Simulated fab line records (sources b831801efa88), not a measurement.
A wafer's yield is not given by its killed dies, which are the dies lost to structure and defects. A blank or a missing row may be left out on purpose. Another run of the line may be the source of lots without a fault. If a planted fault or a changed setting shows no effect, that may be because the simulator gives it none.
A lot that was struck, set against a sound lot / flow sky130 / 43 steps out of a route of 708
Sound: wafers L233.1, L233.3, L233.5. The struck wafers were L246.1, L246.3, L246.5. The cause is given at the end.
At each step with rows: each side's tool, then ch and its chambers, then its first start. Under that, the readings that differ: sound wafers / struck wafers / difference of the means / sigmas: that difference in standard deviations of wafers without a fault.
alike: words and numbers the same on both sides, and readings whose means are apart by under 2 such deviations; not compared: readings that were withheld, readings missing a value for some wafer, numbers with overlapping values and no deviation given by the record, and bounds like >300 which may hide the same value.
The two part at a step that has a row with sigmas, a row that says differs or no value, or rows on one side only. Numbers that have no deviation but don't overlap get no sigmas and don't part them. A reading that every wafer of one side lacks parts them only if that side has two wafers or more.

first, 6 steps without rows for these wafers: SKY_GATE_OXIDE_HMDS_04 (prime time 60 s); SKY_GATE_OXIDE_COAT_05 (resist thk 1140 nm); SKY_GATE_OXIDE_SOFTBAKE_06 (time 60 s); SKY_GATE_OXIDE_EXPOSE_07 (exposes mask LVOM, target cd 600 nm); SKY_GATE_OXIDE_PEB_08; SKY_GATE_OXIDE_DEVELOP_09 (develop time 60 s).
SKY_GATE_OXIDE_OVL_MEAS_10:
  sound: overlay-01 at day 14 08:11; struck: overlay-02 at day 18 19:31
  alike: GATE_OXIDE_OVL
then, 2 steps without rows for these wafers: SKY_GATE_OXIDE_IMPLANT_11; SKY_GATE_OXIDE_WET_ETCH_12 (etches SiO2 in dHF, target depth 16.8 nm, time 336 s).
SKY_GATE_OXIDE_STRIP_13: strips in O2/N2.
  sound on plasma-asher-01 ch 0,1, day 14 08:30; struck on plasma-asher-01 ch 0, day 18 19:48
  alike: drypump-motor-current-A, oes-product-au, strip-time-to-endpoint-s
  not compared: rf-hours-counter-h
SKY_GATE_OXIDE_TW_MEAS_14:
  sound: film-metro-02 at day 14 08:36; struck: film-metro-01 at day 18 19:54
  alike: GATE_OXIDE_TW
then, 1 step without rows for these wafers: SKY_GATE_OXIDE_CLEAN_15 (cleans in SC1/SC2, time 150 s).
SKY_GATE_OXIDE_OXIDATION_16: stabilise 600 s, purge 300 s, target thk 3.57 nm.
  sound on furnace-01 ch 0, day 14 10:49; struck on furnace-02 ch 0, day 18 20:24
reading=spike-tc-top-C (C); sound=813.5 813.8 813.5; struck=806.0 808.5 808.5; difference=-5.9; sigmas=-2
reading=zone-power-upper-pct (%); sound=11.3 11.6 11.6; struck=13.1 13.1 13.0; difference=+1.6; sigmas=+2
then, 1 step without rows for these wafers: SKY_POLY_GATE_CVD_00 (deposits poly-Si, target thk 180 nm, time 720 s).
SKY_POLY_GATE_THK_MEAS_01:
  sound: film-metro-03 at day 14 13:32; struck: film-metro-03 at day 18 23:08
  alike: POLY_GATE_CVD_00_THK
then, 9 steps without rows for these wafers: SKY_RES_PROTECT_DEHYDRATE_00 (time 60 s); SKY_RES_PROTECT_HMDS_01 (prime time 60 s); SKY_RES_PROTECT_COAT_02 (resist thk 1140 nm); SKY_RES_PROTECT_SOFTBAKE_03 (time 60 s); SKY_RES_PROTECT_EXPOSE_04 (exposes mask RPM, target cd 1270 nm); SKY_RES_PROTECT_PEB_05; SKY_RES_PROTECT_DEVELOP_06 (develop time 60 s); SKY_POLY_GATE_IMPLANT_02; SKY_RES_PROTECT_STRIP_07 (strips in O2/N2).
SKY_RES_PROTECT_TW_MEAS_08:
  sound: film-metro-01 at day 15 16:28; struck: film-metro-01 at day 20 05:41
  alike: POLY_GATE_TW
then, 2 steps without rows for these wafers: SKY_RES_PROTECT_CLEAN_09 (cleans in SC1/SC2, time 150 s); SKY_POLY_GATE_CVD_03 (deposits Si3N4 from DCS/NH3, target thk 75 nm, time 1290 s).
SKY_POLY_GATE_THK_MEAS_04:
  sound: film-metro-01 at day 15 20:20; struck: film-metro-01 at day 20 07:13
  alike: POLY_GATE_CVD_03_THK
then, 8 steps without rows for these wafers: SKY_POLY_GATE_DEHYDRATE_05 (time 60 s); SKY_POLY_GATE_HMDS_06 (prime time 60 s); SKY_POLY_GATE_COAT_07 (resist thk 110 nm); SKY_POLY_GATE_COAT_08 (resist thk 450 nm); SKY_POLY_GATE_SOFTBAKE_09 (time 90 s); SKY_POLY_GATE_EXPOSE_10 (exposes mask P1M, target cd 150 nm); SKY_POLY_GATE_PEB_11; SKY_POLY_GATE_DEVELOP_12 (develop time 60 s).
SKY_POLY_GATE_CD_MEAS_13 targets a cd of 150 nm.
  sound: cd-sem-01 at day 16 23:47; struck: cd-sem-02 at day 21 13:29
  alike: cd-nm
SKY_POLY_GATE_OVL_MEAS_14:
  sound: overlay-02 at day 16 23:54; struck: overlay-02 at day 21 13:36
  alike: POLY_GATE_OVL
SKY_POLY_GATE_ETCH_15: etches BARC in N2/H2, stops on SiO2, time 118.5 s, target depth 110 nm.
  sound on rie-diel-02 ch 0,1,2, day 16 23:56; struck on rie-diel-02 ch 2,3, day 21 13:38
  alike: drypump-motor-current-A, oes-product-au, throttle-valve-pct
  not compared: rf-hours-counter-h
SKY_POLY_GATE_ETCH_16: etches Si3N4 in CH3F/O2, stops on poly-Si, time 147.5 s, target depth 75 nm.
  sound on rie-diel-02 ch 0,1,2, day 17 00:01; struck on rie-diel-02 ch 2,3, day 21 13:43
  alike: drypump-motor-current-A, oes-product-au, throttle-valve-pct
  not compared: rf-hours-counter-h
SKY_POLY_GATE_ETCH_17: etches poly-Si in HBr/Cl2, stops on SiO2, target depth 180 nm, time 70.5 s.
  sound on rie-si-02 ch 1,3, day 17 00:07; struck on rie-si-01 ch 0,1,2, day 21 13:49
  alike: drypump-motor-current-A, oes-product-au, throttle-valve-pct
  not compared: rf-hours-counter-h
SKY_POLY_GATE_STRIP_18: strips in O2/N2.
  sound on plasma-asher-03 ch 0,1, day 17 00:11; struck on plasma-asher-04 ch 0,1, day 21 13:52
reading=drypump-motor-current-A (A); sound=5.92 5.91 5.54; struck=4.90 4.91 5.44; difference=-0.71; sigmas=-2
  alike: oes-product-au, strip-time-to-endpoint-s
  not compared: rf-hours-counter-h
-- the record jumps here: 28 days lie between the struck wafers' starts before and after (it left off in module POLY_GATE and takes up again in module PAD_OPEN, whose first step shown is number 708 of the route) --
SKY_PAD_OPEN_PROBE_99:
  sound: prober-02 at day 46 03:30; struck: prober-01 at day 49 02:06
reading=model.etest.cap-thick-oxide.gate-bv-v (V); sound=15.86 16.08 15.66; struck=7.35 7.505 7.509; difference=-8.41; sigmas=
reading=model.etest.cap-thin-oxide.gate-log10-a-cm2; sound=-7.254 -7.317 -7.33; struck=1.095 1.181 1.222; difference=+8.466; sigmas=
reading=model.etest.nfet_01v8_swapped.off-log10-a-um; sound=-13.4 -13.32 -13.39; struck=-9.47 -9.247 -9.447; difference=+3.98; sigmas=
reading=model.etest.nfet_01v8.off-log10-a-um; sound=-13.4 -13.16 -13.25; struck=-9.598 -9.753 -9.481; difference=+3.659; sigmas=
reading=model.etest.nfet_01v8_turned.off-log10-a-um; sound=-13.4 -13.33 -13.54; struck=-9.705 -9.477 -9.709; difference=+3.793; sigmas=
reading=model.etest.cap-thin-oxide.gate-bv-v (V); sound=6.992 7.07 6.983; struck=3.627 3.622 3.656; difference=-3.380; sigmas=
reading=model.etest.pfet_01v8_hvt.off-log10-a-um; sound=-13.05 -13.03 -12.72; struck=-9.938 -9.79 -9.713; difference=+3.120; sigmas=
reading=model.etest.sram-pfet-latch.off-log10-a-um; sound=-12.88 -12.95 -12.12; struck=-9.633 -9.707 -9.617; difference=+2.998; sigmas=
  alike: killed_at_M0_to_M3, killed_at_M4_up, killed-at-contacts, killed-at-front-end, killed-at-other, killed-dies, killed-open, killed-short

## WHERE THEY PART
Earliest at SKY_GATE_OXIDE_OXIDATION_16; latest, in this record, at SKY_POLY_GATE_STRIP_18. Later steps at which nothing parts them and some readings are alike: SKY_PAD_OPEN_PROBE_99.

WHY: what the simulator had put in
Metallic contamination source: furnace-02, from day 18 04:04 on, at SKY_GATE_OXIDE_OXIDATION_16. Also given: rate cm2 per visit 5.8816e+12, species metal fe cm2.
